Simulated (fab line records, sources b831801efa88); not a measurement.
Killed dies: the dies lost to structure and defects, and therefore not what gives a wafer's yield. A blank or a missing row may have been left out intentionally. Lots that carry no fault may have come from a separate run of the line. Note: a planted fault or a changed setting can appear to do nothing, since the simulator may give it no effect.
One fault through the eyes of 2 desks ; flow sfqLine ; each desk has only its own numbers; what lay behind them comes last

== FOR THE TOOL OWNER'S DESK: rieDiel-03 ==
The tool's own readings at SFQ_TRILAYER_I1_VIA_BARC_OPEN_VIA_ETCH_071 (etches BARC in O2, target depth 125 nm, time 41.7 s): means of the sampled wafers that have a number, for each lot that ran on this tool. The brackets show how far a lot's mean lies from the usual mean; more than 4 standard deviations puts the lot out of limits, marked OUT.
Columns: A = drypumpMotorCurrentA at SFQ_TRILAYER_I1_VIA_BARC_OPEN_VIA_ETCH_071, usual 5.8 A; B = oesProductAu at SFQ_TRILAYER_I1_VIA_BARC_OPEN_VIA_ETCH_071, usual 0.685 a.u.
lot;first seen here;A;B
L137;day 33 08:24;5.8;0.680
L142;day 36 03:07;5.6;0.688
L143;day 36 19:55;6.1;0.686
This desk found nothing out of limits on any of the 3 lots.

== THE METROLOGY DESK ==
What the gauges read for every lot (on any tool): the sampled wafers with a number, averaged. The brackets show how far a lot's mean lies from the usual mean; more than 4 standard deviations puts the lot out of limits, marked OUT.
Columns: A = I1_BOW at SFQ_I1_BOW_MEAS_912, usual 2 um; B = I1_OVL at SFQ_I1_OVL_MEAS_913, usual 0 nm
lot;first seen here;A;B
L137;day 26 08:47;7;4
L142;day 29 18:28;7;8
L143;day 30 07:54;6;-2
L144;day 30 16:53;-3;-3
L150;day 32 11:52;5;0
L151;day 33 02:36;5;2
This desk found nothing out of limits on any of the 6 lots.

== ALL TOGETHER ==
The tool owner's desk saw nothing out of limits.
Metrology desk: nothing out of limits seen.

== WHAT THE SIMULATOR PUT IN ==
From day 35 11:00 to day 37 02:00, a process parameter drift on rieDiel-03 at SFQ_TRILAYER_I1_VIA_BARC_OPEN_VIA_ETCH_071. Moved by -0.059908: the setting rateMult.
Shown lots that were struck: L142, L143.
